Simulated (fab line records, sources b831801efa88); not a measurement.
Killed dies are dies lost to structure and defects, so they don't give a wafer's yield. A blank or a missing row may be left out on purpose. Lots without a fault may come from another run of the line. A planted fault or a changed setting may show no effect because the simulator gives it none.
fab line records | flow sky130
record lots=6 wafers=18 last_day=49
route steps=708 shown SONOS_ONO@176 GATE_OXIDE@187 POLY_GATE@204 PAD_OPEN@708
lots that met no fault: from a run of the same line without faults
start_h: hours from the record's first day to the start of the lot's first wafer shown | wait_h: hours since the lot's step before | " the same as in the row above | L1.1+2: a row that stands for several wafers | - no value, or no start given | * or withheld: withheld | < > ~ a bound
route shown NAME@n: a module of which the file shows steps, and the number in the route of the first | usual: mean/standard deviation of fault-free wafers | same: alike in all rows | chamber/n: place in a boat | sites: the reading at each site | _std_site: their standard deviation | _edge_site: outer sites' mean less inner sites' | radius_mm: how far each site lies from the wafer's centre | mask NAME#n: copy n | behind: the tool/chamber that last shaped the wafer | hold: why the lot was held/for how many hours/how that ended | device: the transistor (n, p or np) that didn't switch | end of line: the same wafers' tests at the end of the route | a step without rows: its recipe alone | killed: dies lost to structure and defects at the first sort, not the wafer's yield | map: a wafer's dies, x killed, . not, _ none there
set.NAME: the setting as run; set.NAME@STEP: as run at that earlier step | model.NAME: the simulator's own value behind a step, which no gauge read
lots at some steps of the route; a table a step, a row a wafer
services: from which hour (start_h, from the record's first day; less than 0 if before it) a tool's chamber was out of use, for how many hours, and why
## steps
# step SKY_SONOS_ONO_COAT_08
# recipe resist=NOVOLAK spin_rpm=3000 resist_thk_nm=1140
# step SKY_SONOS_ONO_SOFTBAKE_09
# recipe temp_c=90 time_s=60 resist=NOVOLAK
# step SKY_SONOS_ONO_EXPOSE_10
# recipe mask_id=ONOM target_cd_nm=410 na=0.6 source_shape=conventional sigma_outer=0.6 dose_mj=150
# step SKY_SONOS_ONO_PEB_11
# recipe temp_c=withheld time_s=* resist=NOVOLAK
# step SKY_SONOS_ONO_DEVELOP_12
# recipe develop_time_s=60 dev_temp_c=23
# step SKY_SONOS_ONO_CD_MEAS_13
# recipe target_cd_nm=410
# usual cd_nm=410.6/2.3
# columns lot.wafer tool chamber start_h wait_h cd_nm
L772.1 cd_sem-01 - 307.51 0.1 408.1
L772.3 " - " " 407.8
L772.5 " - " " 408.4
L775.2 cd_sem-01 - 339.58 0.1 413.3
L775.3 " - " " 410.1
L775.6 " - " " 411.5
L777.2 cd_sem-01 - 348.78 0.1 411.6
L777.3 " - " " 412.6
L777.6 " - " " 413.3
L786.2 cd_sem-02 - 441.58 0.1 410.2
L786.3 " - " " 409.2
L786.4 " - " " 412.2
L787.3 cd_sem-02 - 444.00 0.1 409.5
L787.5 " - " " 407.3
L787.6 " - " " 410.0
L789.1 cd_sem-01 - 453.46 0.1 410.7
L789.3 " - " " 409.4
L789.4 " - " " 409.2
# step SKY_SONOS_ONO_OVL_MEAS_14
# usual SONOS_ONO_OVL=-0.7/1.5
# columns lot.wafer tool chamber start_h wait_h SONOS_ONO_OVL[nm]
L772.1 overlay-02 - 307.63 0.1 -2.1
L772.3 " - " " -3.1
L772.5 " - " " -2.7
L775.2 overlay-02 - 339.68 0.1 0.9
L775.3 " - " " -1.0
L775.6 " - " " -0.5
L777.2 overlay-01 - 348.88 0.1 -1.4
L777.3 " - " " -0.5
L777.6 " - " " 0.5
L786.2 overlay-02 - 441.68 0.1 -0.6
L786.3 " - " " -1.8
L786.4 " - " " -0.4
L787.3 overlay-02 - 444.09 0.1 0.6
L787.5 " - " " 1.0
L787.6 " - " " 0.8
L789.1 overlay-02 - 453.58 0.1 -2.0
L789.3 " - " " -0.3
L789.4 " - " " 0.0
# step SKY_SONOS_ONO_ETCH_15
# recipe target_depth_nm=19.52 chemistry=CHF3/O2 source_w=600 bias_w=200 pressure_mtorr=40 chf3_flow_sccm=50 O2_flow_sccm=5 time_s=7.8
# usual chf3_flow_sccm=50.00/0.16 drypump_motor_current_A=5.8/0.42 oes_product_au=0.999/0.0085 throttle_valve_pct=8.824/0.0084
# columns lot.wafer tool chamber start_h wait_h chf3_flow_sccm drypump_motor_current_A oes_product_au rf_hours_counter_h throttle_valve_pct
L772.1 rie_diel-03 0 307.66 0.0 50.16 5.8 0.993 13 8.850
L772.3 " 1 " " 49.86 5.6 0.988 10 8.821
L772.5 " 0 " " 49.87 5.8 1.011 - 8.843
L775.2 rie_diel-02 3 339.71 0.0 50.31 5.6 1.006 1 8.801
L775.3 " 0 " " 49.83 5.8 0.988 64 8.820
L775.6 " 1 " " 50.03 5.0 0.987 - 8.811
L777.2 rie_diel-02 1 348.91 0.0 49.97 4.9 0.989 115 8.829
L777.3 " 0 " " 49.82 5.7 0.992 65 8.834
L777.6 " 2 " " 50.08 5.7 1.011 - 8.820
L786.2 rie_diel-04 3 441.71 0.0 50.08 6.6 0.992 81 8.824
L786.3 " 0 " " 49.99 6.4 1.009 31 8.833
L786.4 " 1 " " 50.16 6.2 1.008 98 8.824
L787.3 rie_diel-03 1 444.11 0.0 50.17 5.6 1.002 13 8.824
L787.5 " 1 " " 49.92 5.6 0.999 - 8.822
L787.6 " 0 " " 50.02 5.8 1.007 - 8.833
L789.1 rie_diel-03 0 453.61 0.0 49.74 5.8 1.008 17 8.819
L789.3 " 2 " " 50.09 5.4 1.002 9 8.836
L789.4 " 3 " " 49.92 5.9 1.009 6 8.830
# step SKY_SONOS_ONO_WET_ETCH_16
# recipe chemistry=dHF target_depth_nm=14 dry=n2_spin target=SiO2 dilution=100:1 temp_c=25 time_s=280
# step SKY_SONOS_ONO_STRIP_17
# recipe chemistry=O2/N2 power_w=1400 pressure_mtorr=1500 platen_temp_c=withheld o2_flow_sccm=3000 n2_flow_sccm=300 overash_fraction=0.5
# usual drypump_motor_current_A=5.8/0.6 n2_flow_sccm=300.0/0.96 oes_product_au=0.710/0.004 strip_time_to_endpoint_s=14.12/0.043
# columns lot.wafer tool chamber start_h wait_h drypump_motor_current_A n2_flow_sccm oes_product_au rf_hours_counter_h strip_time_to_endpoint_s
L772.1 plasma_asher-01 0 307.83 0.0 5.3 301.9 0.716 61 14.17
L772.3 " 0 " " 5.3 300.0 0.710 - 14.16
L772.5 " 0 " " 5.3 301.0 0.710 - 14.19
L775.2 plasma_asher-01 1 339.82 0.0 6.6 301.2 0.710 64 14.22
L775.3 " 1 " " 6.5 300.3 0.708 - 14.20
L775.6 " 0 " " 5.3 298.8 0.711 - 14.24
L777.2 plasma_asher-03 1 349.03 0.0 6.5 300.9 0.709 19 14.17
L777.3 " 0 " " 5.2 299.4 0.718 - 14.14
L777.6 " 0 " " 5.2 298.6 0.708 - 14.18
L786.2 plasma_asher-04 0 441.82 0.0 6.1 299.6 0.713 66 14.11
L786.3 " 1 " " 5.2 300.9 0.706 - 14.06
L786.4 " 0 " " 6.2 301.0 0.710 - 14.13
L787.3 plasma_asher-03 1 444.25 0.0 6.6 300.1 0.710 - 14.12
L787.5 " 1 " " 6.5 299.8 0.707 - 14.06
L787.6 " 0 " " 5.2 300.3 0.708 - 14.08
L789.1 plasma_asher-04 1 453.72 0.0 5.2 300.6 0.715 67 14.04
L789.3 " 1 " " 5.2 300.1 0.709 - 14.03
L789.4 " 0 " " 6.2 300.6 0.713 - 14.03
# step SKY_SONOS_ONO_WET_ETCH_18
# recipe chemistry=H3PO4 target_depth_nm=15 target=Si3N4 temp_c=160 time_s=172
# step SKY_GATE_OXIDE_CLEAN_00
# recipe chemistry=SC1/SC2 mix=1:4:20 temp_c=70 time_s=150 dry=n2_spin
# step SKY_GATE_OXIDE_OXIDATION_01
# recipe temp_c=900 ambient=O2 stabilise_s=600 purge_s=300 target_thk_a=102.68 ox_time_s=1473
# usual ox_temp_c_max=904.0/0.81 tube_center_temp_C_max=902.3/0.38
# same stabilise_s=600
# columns lot.wafer tool chamber start_h wait_h ox_temp_c_max tube_center_temp_C_max model.SiO2_of_GATE_OXIDE_OXIDATION_01.thk_nm
L772.1 furnace-02 0 309.55 1.5 904.5 903.1 10.17
L772.3 " 0 " " 905.9 902.4 10.18
L772.5 " 0 " " 905.2 902.4 10.12
L775.2 furnace-01 0 340.03 0.0 903.7 901.8 9.591
L775.3 " 0 " " 905.0 901.9 9.351
L775.6 " 0 " " 905.8 901.9 9.383
L777.2 furnace-01 0 352.47 3.1 904.5 901.9 9.27
L777.3 " 0 " " 903.9 902.2 9.108
L777.6 " 0 " " 903.3 902.2 9.382
L786.2 furnace-01 0 442.69 0.7 904.2 902.5 10.08
L786.3 " 0 " " 902.5 902.2 9.961
L786.4 " 0 " " 905.0 902.4 10.04
L787.3 furnace-01 0 444.42 0.0 903.5 901.9 10.52
L787.5 " 0 " " 903.5 902.0 10.7
L787.6 " 0 " " 902.8 902.4 10.42
L789.1 furnace-01 0 453.93 0.0 903.5 902.5 10.29
L789.3 " 0 " " 903.9 903.1 10.44
L789.4 " 0 " " 904.1 901.8 10.26
# step SKY_GATE_OXIDE_THK_MEAS_02
# recipe reads=SiO2_of_GATE_OXIDE_OXIDATION_01
# usual GATE_OXIDE_OXIDATION_00_THK=10.24/0.15
# columns lot.wafer tool chamber start_h wait_h GATE_OXIDE_OXIDATION_00_THK[nm]
L772.1 film_metro-01 - 310.96 0.0 10.15
L772.3 " - " " 10.20
L772.5 " - " " 10.10
L775.2 film_metro-01 - 341.44 0.0 9.59
L775.3 " - " " 9.30
L775.6 " - " " 9.35
L777.2 film_metro-03 - 353.88 0.0 9.30
L777.3 " - " " 9.14
L777.6 " - " " 9.35
L786.2 film_metro-02 - 444.11 0.0 10.11
L786.3 " - " " 9.98
L786.4 " - " " 10.04
L787.3 film_metro-03 - 445.85 0.0 10.55
L787.5 " - " " 10.67
L787.6 " - " " 10.38
L789.1 film_metro-01 - 455.34 0.0 10.33
L789.3 " - " " 10.42
L789.4 " - " " 10.27
# step SKY_GATE_OXIDE_DEHYDRATE_03
# recipe temp_c=200 time_s=60
# step SKY_GATE_OXIDE_HMDS_04
# recipe prime_time_s=60 prime_temp_c=120
# step SKY_GATE_OXIDE_COAT_05
# recipe resist=NOVOLAK spin_rpm=3000 resist_thk_nm=1140
# step SKY_GATE_OXIDE_SOFTBAKE_06
# recipe temp_c=90 time_s=60 resist=NOVOLAK
# step SKY_GATE_OXIDE_EXPOSE_07
# recipe mask_id=LVOM na=0.6 source_shape=conventional sigma_outer=0.6 polarization=unpolarized target_cd_nm=600 dose_mj=170
# step SKY_GATE_OXIDE_PEB_08
# recipe temp_c=withheld time_s=* resist=NOVOLAK
# step SKY_GATE_OXIDE_DEVELOP_09
# recipe resist=NOVOLAK developer=TMAH develop_time_s=60 dev_temp_c=23
# step SKY_GATE_OXIDE_OVL_MEAS_10
# usual GATE_OXIDE_OVL=-0.3/1.3
# columns lot.wafer tool chamber start_h wait_h GATE_OXIDE_OVL[nm]
L772.1 overlay-01 - 337.28 0.1 -3.7
L772.3 " - " " -1.9
L772.5 " - " " -3.1
L775.2 overlay-02 - 369.23 0.1 1.5
L775.3 " - " " 1.7
L775.6 " - " " 0.9
L777.2 overlay-01 - 381.88 0.1 -0.7
L777.3 " - " " 0.3
L777.6 " - " " -0.8
L786.2 overlay-02 - 475.01 0.1 -0.1
L786.3 " - " " 0.0
L786.4 " - " " -0.3
L787.3 overlay-01 - 476.57 0.1 1.1
L787.5 " - " " 2.2
L787.6 " - " " 2.2
L789.1 overlay-01 - 486.26 0.1 -1.0
L789.3 " - " " 0.4
L789.4 " - " " -0.5
# step SKY_GATE_OXIDE_IMPLANT_11
# recipe species=B energy_kev=10 dose_cm2=2.6e+12 tilt_deg=withheld
# step SKY_GATE_OXIDE_WET_ETCH_12
# recipe chemistry=dHF target_depth_nm=16.8 dry=n2_spin target=SiO2 dilution=100:1 temp_c=25 time_s=336
# step SKY_GATE_OXIDE_STRIP_13
# recipe chemistry=O2/N2 power_w=1400 pressure_mtorr=1500 platen_temp_c=withheld o2_flow_sccm=3000 n2_flow_sccm=300 overash_fraction=0.5
# usual drypump_motor_current_A=5.8/0.57 n2_flow_sccm=300.0/0.8 oes_product_au=0.715/0.0047 strip_time_to_endpoint_s=14.17/0.044
# columns lot.wafer tool chamber start_h wait_h drypump_motor_current_A n2_flow_sccm oes_product_au rf_hours_counter_h strip_time_to_endpoint_s
L772.1 plasma_asher-02 0 337.59 0.0 6.1 300.3 0.708 66 14.17
L772.3 " 0 " " 6.1 300.9 0.718 - 14.23
L772.5 " 1 " " 5.1 299.2 0.714 - 14.18
L775.2 plasma_asher-01 1 369.52 0.0 6.6 299.3 0.705 67 14.19
L775.3 " 1 " " 6.6 300.0 0.715 - 14.14
L775.6 " 1 " " 6.6 299.8 0.714 - 14.14
L777.2 plasma_asher-04 1 382.17 0.0 5.2 300.0 0.709 60 14.07
L777.3 " 0 " " 6.1 300.3 0.714 - 14.07
L777.6 " 1 " " 5.2 301.5 0.716 - 14.05
L786.2 plasma_asher-02 0 475.29 0.0 6.1 297.9 0.711 4 14.22
L786.3 " 0 " " 6.1 298.2 0.714 - 14.16
L786.4 " 1 " " 5.2 300.8 0.722 - 14.19
L787.3 plasma_asher-04 0 476.89 0.0 6.2 299.8 0.713 - 14.20
L787.5 " 1 " " 5.2 299.8 0.723 - 14.23
L787.6 " 0 " " 6.2 300.3 0.718 - 14.20
L789.1 plasma_asher-04 0 486.55 0.0 6.1 300.3 0.715 70 14.16
L789.3 " 0 " " 6.2 299.6 0.716 - 14.16
L789.4 " 1 " " 5.2 300.1 0.721 - 14.14
# step SKY_GATE_OXIDE_TW_MEAS_14
# usual GATE_OXIDE_TW=223.4/2.9
# columns lot.wafer tool chamber start_h wait_h GATE_OXIDE_TW
L772.1 film_metro-03 - 337.69 0.1 219.0
L772.3 " - " " 221.0
L772.5 " - " " 220.7
L775.2 film_metro-01 - 369.63 0.1 223.9
L775.3 " - " " 225.7
L775.6 " - " " 225.1
L777.2 film_metro-02 - 382.28 0.1 221.1
L777.3 " - " " 220.3
L777.6 " - " " 221.8
L786.2 film_metro-01 - 475.40 0.1 228.6
L786.3 " - " " 226.8
L786.4 " - " " 225.9
L787.3 film_metro-01 - 476.97 0.1 228.2
L787.5 " - " " 226.4
L787.6 " - " " 226.2
L789.1 film_metro-02 - 486.65 0.1 223.9
L789.3 " - " " 223.5
L789.4 " - " " 222.8
# step SKY_GATE_OXIDE_CLEAN_15
# recipe chemistry=SC1/SC2 mix=1:4:20 temp_c=70 time_s=150 dry=n2_spin
# step SKY_GATE_OXIDE_OXIDATION_16
# recipe temp_c=800 ambient=O2 idle_temp_c=700 ramp_up_c_per_min=10 ramp_down_c_per_min=3 stabilise_s=600 purge_s=300 target_thk_a=35.7 ox_time_s=1915
# usual ox_temp_c_max=803.9/0.85 ramp_up_c_per_min=10.000/0.0019 tube_center_temp_C_max=802.1/0.32
# same stabilise_s=600
# columns lot.wafer tool chamber start_h wait_h ox_temp_c_max ramp_up_c_per_min tube_center_temp_C_max model.SiO2_of_GATE_OXIDE_OXIDATION_01.thk_nm
L772.1 furnace-01 0 337.80 0.0 803.9 10.001 802.0 11.53
L772.3 " 0 " " 803.5 10.000 801.9 11.53
L772.5 " 0 " " 804.3 10.001 802.1 11.48
L775.2 furnace-02 0 370.03 0.2 804.3 10.002 802.3 10.98
L775.3 " 0 " " 803.7 10.001 802.2 10.75
L775.6 " 0 " " 803.2 10.000 802.1 10.76
L777.2 furnace-01 0 383.04 0.7 803.1 10.002 801.9 10.69
L777.3 " 0 " " 803.4 9.9969 801.9 10.55
L777.6 " 0 " " 803.0 10.000 802.4 10.8
L786.2 furnace-02 0 475.50 0.0 805.3 9.9979 802.1 11.47
L786.3 " 0 " " 803.5 9.9973 801.9 11.32
L786.4 " 0 " " 805.1 10.002 801.9 11.38
L787.3 furnace-02 0 477.06 0.0 805.3 10.000 802.7 11.85
L787.5 " 0 " " 806.2 10.002 802.8 12.03
L787.6 " 0 " " 804.5 10.000 802.2 11.76
L789.1 furnace-01 0 486.76 0.0 804.2 10.001 802.1 11.68
L789.3 " 0 " " 803.5 9.9982 801.5 11.75
L789.4 " 0 " " 803.2 10.000 801.8 11.63
# step SKY_POLY_GATE_CVD_00
# recipe material=poly-Si target_thk_nm=180 temp_c=620 time_s=720 pressure_mtorr=200
# step SKY_PAD_OPEN_PROBE_99
# usual killed_at_M0_to_M3=43/7.2 killed_at_M4_up=3.3/1.8 killed_at_contacts=23/5.5 killed_at_front_end=16/5.1 killed_at_other=0.4/0.65 killed_dies=85/10 killed_open=46/7.1 killed_short=38/7.2
# same gross_dies=492 killed_at_back_side=0
# columns lot.wafer tool chamber start_h wait_h killed_at_M0_to_M3 killed_at_M4_up killed_at_contacts killed_at_front_end killed_at_other killed_dies killed_open killed_short model.etest.nfet_16v.r_on_ohm_um model.etest.tip_sonos.rs_ohm_sq model.etest.pfet_g5v0d10v5.r_on_ohm_um model.etest.nfet_g5v0d10v5.r_on_ohm_um model.etest.nfet_g5v0d10v5.drive_ua_um model.etest.nfet_05v0_nvt.drive_ua_um model.etest.pfet_g5v0d10v5.drive_ua_um model.etest.nfet_16v.drive_ua_um
L772.1 prober-01 - 1107.75 0.1 48 6 24 10 0 88 55 33 1.4e+04 2610 4849 1890 609.8 577.4 337.1 224.9
L772.3 prober-01 - 1107.85 0.2 38 5 26 27 0 96 45 50 1.373e+04 2597 4773 1877 609.7 574.2 338.1 226.1
L772.5 prober-01 - 1107.95 0.2 50 1 32 22 3 108 65 41 1.386e+04 2597 4768 1893 611.6 578.6 339.6 226.9
L775.2 prober-02 - 1117.93 0.1 45 2 19 21 0 87 42 43 1.405e+04 2569 4533 1820 639.5 601.7 367 231.8
L775.3 prober-02 - 1117.98 0.2 45 2 16 11 0 74 45 29 1.395e+04 2490 4543 1803 647.3 611.7 362.6 235.9
L775.6 prober-02 - 1118.13 0.2 43 2 28 10 0 83 41 41 1.408e+04 2506 4562 1830 645.4 610.1 363.4 236.6
L777.2 prober-02 - 1123.03 0.1 44 4 28 14 0 90 49 39 1.365e+04 2428 4578 1811 656.1 620.7 362.9 242.5
L777.3 prober-02 - 1123.08 0.2 41 3 17 25 1 87 42 41 1.352e+04 2426 4511 1789 669.3 626.2 368.6 245.2
L777.6 prober-02 - 1123.23 0.2 63 6 27 16 0 112 52 59 1.362e+04 2458 4678 1814 650.1 611.7 356.9 239.3
L786.2 prober-01 - 1179.62 0.1 44 4 23 18 0 89 53 36 1.437e+04 2662 4725 1889 607.2 584.6 348.5 222
L786.3 prober-01 - 1179.67 0.2 46 0 17 15 1 79 39 40 1.412e+04 2636 4720 1876 618.2 590.9 346.2 224.9
L786.4 prober-01 - 1179.72 0.2 41 4 26 19 0 90 54 36 1.424e+04 2630 4711 1895 616.1 584.1 346.2 225.1
L787.3 prober-02 - 1183.15 0.2 49 3 23 12 0 87 47 39 1.444e+04 2722 4764 1917 592.2 567.8 339.1 216
L787.5 prober-02 - 1183.25 0.2 39 5 20 13 0 77 40 37 1.424e+04 2788 4779 1925 588.5 553.9 337.3 212.6
L787.6 prober-02 - 1183.30 0.2 39 2 15 9 0 65 39 26 1.416e+04 2692 4774 1908 596.3 568.9 340.5 219.5
L789.1 prober-01 - 1187.45 0.1 36 9 25 20 0 90 41 48 1.39e+04 2684 4837 1900 602.9 577.6 333.4 225.3
L789.3 prober-01 - 1187.55 0.2 47 2 24 14 0 87 38 49 1.38e+04 2691 4707 1869 600.1 574.9 347 224.9
L789.4 prober-01 - 1187.60 0.2 38 4 15 13 0 70 40 30 1.38e+04 2699 4773 1863 605.5 579.5 338 224.2
# killed by level:class
L772.1 VIA1:geometric_particle:open=17 VIA3:geometric_particle:open=11 CONTACT:geometric_particle:open=11 CONTACT:geometric_particle:short=6 METAL2:geometric_particle:short=6 VIA1:geometric_particle:short=5 LI_CONTACT:geometric_particle:open=4 METAL4:geometric_particle:short=4
L772.3 CONTACT:geometric_particle:open=12 FIELD_ISO:geometric_particle:short=9 VIA1:geometric_particle:open=9 POLY_GATE:geometric_particle:short=6 VIA2:geometric_particle:open=6 LI_CONTACT:geometric_particle:open=5 METAL2:geometric_particle:short=5 VIA2:geometric_particle:short=5
L772.5 VIA1:geometric_particle:open=14 VIA2:geometric_particle:open=13 CONTACT:geometric_particle:open=12 POLY_GATE:geometric_particle:open=8 VIA1:geometric_particle:short=8 CONTACT:geometric_particle:short=7 LI_CONTACT:geometric_particle:open=6 LOCAL_INTERCONNECT:geometric_particle:short=5
L775.2 VIA1:geometric_particle:open=12 METAL3:geometric_particle:short=8 CONTACT:geometric_particle:open=7 VIA3:geometric_particle:open=7 METAL2:geometric_particle:short=5 POLY_GATE:geometric_particle:open=4 POLY_GATE:geometric_particle:short=4 LOCAL_INTERCONNECT:geometric_particle:short=4
L775.3 VIA1:geometric_particle:open=13 VIA3:geometric_particle:open=8 POLY_GATE:geometric_particle:open=6 CONTACT:geometric_particle:open=5 VIA1:geometric_particle:short=5 VIA2:geometric_particle:open=4 METAL1:geometric_particle:short=4 VIA3:geometric_particle:short=4
L775.6 VIA1:geometric_particle:open=8 VIA3:geometric_particle:open=7 CONTACT:geometric_particle:open=7 CONTACT:geometric_particle:short=6 LOCAL_INTERCONNECT:geometric_particle:short=6 VIA2:geometric_particle:open=6 LI_CONTACT:geometric_particle:open=5 LI_CONTACT:geometric_particle:short=4
L777.2 VIA1:geometric_particle:open=11 VIA2:geometric_particle:open=9 CONTACT:geometric_particle:open=9 METAL2:geometric_particle:short=9 LI_CONTACT:geometric_particle:open=8 POLY_GATE:geometric_particle:short=6 LOCAL_INTERCONNECT:geometric_particle:short=4 CONTACT:geometric_particle:short=4
L777.3 CONTACT:geometric_particle:open=10 METAL2:geometric_particle:short=8 VIA1:geometric_particle:short=6 VIA1:geometric_particle:open=6 FIELD_ISO:geometric_particle:short=5 VIA3:geometric_particle:open=5 FIELD_ISO:geometric_particle:open=4 POLY_GATE:geometric_particle:short=4
L777.6 LI_CONTACT:geometric_particle:open=12 VIA3:geometric_particle:open=11 METAL1:geometric_particle:short=9 METAL2:geometric_particle:short=8 VIA1:geometric_particle:open=7 CONTACT:geometric_particle:short=7 VIA2:geometric_particle:open=7 VIA3:geometric_particle:short=5
L786.2 VIA1:geometric_particle:open=13 CONTACT:geometric_particle:open=10 LI_CONTACT:geometric_particle:open=9 VIA2:geometric_particle:open=7 METAL1:geometric_particle:short=6 FIELD_ISO:geometric_particle:open=5 VIA1:geometric_particle:short=5 VIA3:geometric_particle:open=5
L786.3 VIA1:geometric_particle:open=11 POLY_GATE:geometric_particle:short=6 LI_CONTACT:geometric_particle:open=6 METAL2:geometric_particle:short=6 FIELD_ISO:geometric_particle:open=5 VIA2:geometric_particle:open=5 VIA1:geometric_particle:short=5 VIA3:geometric_particle:open=5
L786.4 LI_CONTACT:geometric_particle:open=10 VIA3:geometric_particle:open=10 POLY_GATE:geometric_particle:short=8 CONTACT:geometric_particle:open=8 VIA1:geometric_particle:open=8 VIA2:geometric_particle:open=6 FIELD_ISO:geometric_particle:open=5 LOCAL_INTERCONNECT:geometric_particle:short=4
L787.3 VIA1:geometric_particle:open=19 METAL1:geometric_particle:short=9 CONTACT:geometric_particle:short=9 VIA3:geometric_particle:open=7 LI_CONTACT:geometric_particle:open=5 CONTACT:geometric_particle:open=5 FIELD_ISO:geometric_particle:short=4 POLY_GATE:geometric_particle:open=4
L787.5 VIA1:geometric_particle:open=11 CONTACT:geometric_particle:open=6 METAL1:geometric_particle:short=6 VIA2:geometric_particle:open=6 POLY_GATE:geometric_particle:short=5 LI_CONTACT:geometric_particle:open=5 CONTACT:geometric_particle:short=5 VIA3:geometric_particle:short=4
L787.6 VIA1:geometric_particle:open=10 VIA2:geometric_particle:open=8 VIA3:geometric_particle:open=8 CONTACT:geometric_particle:open=5 POLY_GATE:geometric_particle:short=4 CONTACT:geometric_particle:short=4 METAL1:geometric_particle:short=4 VIA1:geometric_particle:short=4
L789.1 CONTACT:geometric_particle:open=9 VIA3:geometric_particle:open=8 METAL4:geometric_particle:short=8 POLY_GATE:geometric_particle:short=6 CONTACT:geometric_particle:short=5 LOCAL_INTERCONNECT:geometric_particle:short=4 POLY_GATE:geometric_particle:open=4 METAL3:geometric_particle:short=4
L789.3 CONTACT:geometric_particle:open=9 VIA1:geometric_particle:open=9 POLY_GATE:geometric_particle:short=7 METAL1:geometric_particle:short=7 VIA1:geometric_particle:short=6 VIA3:geometric_particle:open=6 LOCAL_INTERCONNECT:geometric_particle:short=5 METAL3:geometric_particle:short=5
L789.4 VIA1:geometric_particle:open=10 LI_CONTACT:geometric_particle:open=5 VIA3:geometric_particle:open=5 VIA1:geometric_particle:short=5 VIA2:geometric_particle:open=5 VIA3:geometric_particle:short=5 POLY_GATE:geometric_particle:open=4 CONTACT:geometric_particle:open=3
## services
# columns tool chamber start_h hours kind
rie_diel-02 2 285.86 14.1 repair
rie_diel-03 1 287.50 7.3 repair
plasma_asher-03 - 293.51 14.6 pm
rie_diel-03 1 300.53 3.3 repair
plasma_asher-02 - 305.05 2.2 repair
furnace-01 - 318.80 2.4 pm
plasma_asher-03 - 321.84 15.6 pm
rie_diel-02 3 343.83 13.0 repair
rie_diel-02 1 362.45 - clean
rie_diel-02 1 362.45 15.9 scheduled_down
rie_diel-02 1 362.45 15.9 vent_cycle
rie_diel-02 3 371.19 2.0 repair
furnace-02 - 382.06 1.8 pm
rie_diel-04 0 390.20 11.5 repair
furnace-01 - 399.95 3.3 pm
rie_diel-02 - 404.42 1.4 repair
plasma_asher-01 - 418.07 4.5 repair
furnace-02 - 420.76 4.1 pm
plasma_asher-02 - 421.31 9.0 pm
rie_diel-02 2 429.92 5.2 repair
rie_diel-03 0 444.98 1.3 repair
furnace-02 - 457.63 2.5 pm
plasma_asher-02 - 464.99 0.5 repair
rie_diel-03 - 478.61 2.0 repair
## key
first_sign step=SKY_GATE_OXIDE_THK_MEAS_02 reading=GATE_OXIDE_OXIDATION_00_THK direction=down sigmas=6.2 usual=10.24 struck=9.34
effect none on later readings
model_effect step=SKY_GATE_OXIDE_OXIDATION_01 value=SiO2_of_GATE_OXIDE_OXIDATION_01.thk_nm without=10.23 struck=9.347
model_effect step=SKY_GATE_OXIDE_OXIDATION_16 value=SiO2_of_GATE_OXIDE_OXIDATION_01.thk_nm without=11.56 struck=10.75
model_effect step=SKY_PAD_OPEN_PROBE_99 value=etest.nfet_16v.r_on_ohm_um without=1.424e+04 struck=1.381e+04
met_at SKY_GATE_OXIDE_OXIDATION_01
struck_wafers L775.2,L775.3,L775.6,L777.2,L777.3,L777.6
tester_left_out L775,L777
also_fits SKY_SONOS_ONO_ETCH_15:rie_diel-02
fault kind=process_parameter_drift tool=furnace-01 chamber=- onset_h=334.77 steps=SKY_GATE_OXIDE_OXIDATION_01 channel=ox_time_s offset=* shape=step end_h=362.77 acts_in=* stated=*
# tester_left_out: of these lots the tester's yield and bins aren't shown, on N5 and GAA mostly nor the transistor test; their killed dies are dies lost to structure and defects alone, not to doping, threshold or leakage, so they don't give the yield
